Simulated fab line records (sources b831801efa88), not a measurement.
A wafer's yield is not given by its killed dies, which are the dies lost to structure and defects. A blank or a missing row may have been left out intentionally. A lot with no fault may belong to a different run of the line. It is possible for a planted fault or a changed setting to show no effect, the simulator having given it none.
Chamber matching :: flow sky130 :: cmp-01 running SKY_FIELD_ISO_CMP_27: 4 sister chambers
The step polishes, stops on Si3N4, t overpolish 16 s, target thk 457.8 nm. 4 wafers are shown with their chamber, then 12 later ones without.

== EACH WAFER AND ITS CHAMBER ==
wafer: L087.3
chamber: 0
motor-current-A (A): 13.1

wafer: L087.6
chamber: 1
motor-current-A (A): 14.8

wafer: L091.4
chamber: 2
motor-current-A (A): 12.9

wafer: L091.5
chamber: 3
motor-current-A (A): 10.5

== WAFERS WHOSE CHAMBER IS MISSING ==
wafer: L093.3
motor-current-A (A): 13.5

wafer: L093.5
motor-current-A (A): 13.1

wafer: L093.6
motor-current-A (A): 15.3

wafer: L094.3
motor-current-A (A): 13.4

wafer: L094.4
motor-current-A (A): 12.9

wafer: L094.5
motor-current-A (A): 10.3

wafer: L096.1
motor-current-A (A): 12.7

wafer: L096.3
motor-current-A (A): 13.6

wafer: L096.6
motor-current-A (A): 13.2

wafer: L097.1
motor-current-A (A): 11.1

wafer: L097.2
motor-current-A (A): 12.6

wafer: L097.6
motor-current-A (A): 12.9

== EACH ONE'S CHAMBER ==
wafer: L093.3
from the rows above: can't be placed: 0 or 2
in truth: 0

wafer: L093.5
from the rows above: can't be placed: 0 or 2
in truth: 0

wafer: L093.6
from the rows above: 1
in truth: 1

wafer: L094.3
from the rows above: can't be placed: 0 or 2
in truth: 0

wafer: L094.4
from the rows above: can't be placed: 2 or 0
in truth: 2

wafer: L094.5
from the rows above: 3
in truth: 3

wafer: L096.1
from the rows above: can't be placed: 2 or 0
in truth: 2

wafer: L096.3
from the rows above: can't be placed: 0 or 2
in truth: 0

wafer: L096.6
from the rows above: can't be placed: 0 or 2
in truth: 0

wafer: L097.1
from the rows above: 3
in truth: 3

wafer: L097.2
from the rows above: can't be placed: 2 or 0
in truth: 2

wafer: L097.6
from the rows above: can't be placed: 2 or 0
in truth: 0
Placed correctly: 3 of 12. These rows do not allow placing 9 (true chamber among the candidates in 9). Number placed wrongly: 0.
How it was worked out, from the rows above alone: a wafer's distance from a chamber is the root of the sum, over the readings, of the square of ((its reading less the chamber's mean) divided by the reading's scatter). If the next closest chamber is less than 2 further off than the closest, the wafer can't be placed; otherwise it belongs to the closest. Each chamber's mean is taken over the wafers shown for it. The scatter: with one shown wafer a chamber, the root of the mean of the squares of how far each hidden wafer lies from its nearest shown one.
